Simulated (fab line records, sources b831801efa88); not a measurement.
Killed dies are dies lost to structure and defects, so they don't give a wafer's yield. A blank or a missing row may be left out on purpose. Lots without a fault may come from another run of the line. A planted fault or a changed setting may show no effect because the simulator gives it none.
One fault seen from 2 desks | flow sky130 | each desk has only its own numbers; what lay behind them comes last

THE TOOL OWNER'S DESK: implanter-01
The tool's own readings at SKY_VT_ADJUST_LVTN_IMPLANT_19: means of the sampled wafers that have a number, for each lot that ran on this tool. A lot is out of limits, marked OUT, if its mean lies more than 4 standard deviations from the usual mean; the brackets give that distance.
Columns: A = beam_energy_keV at SKY_VT_ADJUST_LVTN_IMPLANT_19, usual 29.998; B = dose_ions_cm2 at SKY_VT_ADJUST_LVTN_IMPLANT_19, usual 6.5e+11; C = end_station_pressure_torr at SKY_VT_ADJUST_LVTN_IMPLANT_19, usual 4.99e-06 Torr; D = faraday_current_uA at SKY_VT_ADJUST_LVTN_IMPLANT_19, usual 3.67
lot  | first seen here | A      | B                         | C        | D
L168 | day 8 03:36     | 29.989 | 6.5e+11                   | 5.02e-06 | 3.71
L170 | day 8 13:52     | 30.009 | 6.5e+11                   | 4.91e-06 | 3.65
L172 | day 9 12:36     | 30.000 | 6.5e+11                   | 4.67e-06 | 3.65
L176 | day 10 08:04    | 29.999 | 6.5e+11                   | 5.05e-06 | 3.67
L178 | day 10 22:39    | 30.001 | 8.8e+11 (+99 or more) OUT | 4.91e-06 | 5.05 (+19) OUT
L180 | day 11 08:06    | 29.995 | 8.8e+11 (+99 or more) OUT | 4.91e-06 | 4.89 (+16) OUT
This desk's finding: out of limits on L178, L180; first on L178, day 10 22:39 (dose_ions_cm2 at SKY_VT_ADJUST_LVTN_IMPLANT_19). In limits: L168, L170, L172, L176.

THE METROLOGY DESK
What the gauges read, lot by lot, whatever tool the lot ran on: means of the sampled wafers that have a number. A lot is out of limits, marked OUT, if its mean lies more than 4 standard deviations from the usual mean; the brackets give that distance.
Columns: A = VT_ADJUST_LVTN_TW at SKY_VT_ADJUST_LVTN_TW_MEAS_10, usual 242.1; B = VT_ADJUST_LVTN_2_TW at SKY_VT_ADJUST_LVTN_TW_MEAS_21, usual 188.2
lot  | first seen here | A     | B
L168 | day 7 08:01     | 238.2 | 190.0
L169 | day 7 09:55     | 238.1 | 189.4
L170 | day 7 17:45     | 243.8 | 188.9
L172 | day 8 16:09     | 240.0 | 189.8
L174 | day 8 23:03     | 242.9 | 189.5
L176 | day 9 10:34     | 243.5 | 187.2
L178 | day 10 01:01    | 243.8 | 203.9 (+12) OUT
L180 | day 10 09:54    | 243.3 | 204.6 (+13) OUT
L181 | day 10 15:03    | 240.3 | 187.7
L188 | day 12 14:12    | 243.0 | 186.6
L190 | day 13 02:52    | 242.0 | 185.7
This desk's finding: out of limits on L178, L180; first on L178, day 10 22:53 (VT_ADJUST_LVTN_2_TW at SKY_VT_ADJUST_LVTN_TW_MEAS_21). In limits: L168, L169, L170, L172, L174, L176, L181, L188, L190.

PUT TOGETHER
The tool owner's desk could have raised an alarm at day 10 22:39, on L178, L180.
The metrology desk could have raised an alarm at day 10 22:53, on L178, L180.
Of the lots named, all ran SKY_VT_ADJUST_LVTN_IMPLANT_19 on implanter-01.

WHAT THE SIMULATOR HAD PUT IN
Process parameter drift: implanter-01, from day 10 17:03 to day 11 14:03, at SKY_VT_ADJUST_LVTN_IMPLANT_19. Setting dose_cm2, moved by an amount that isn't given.
Lots struck among those shown: L178, L180.
Hours from the fault's start to each desk's first reading out of limits: the tool owner's desk, 6; the metrology desk, 6.
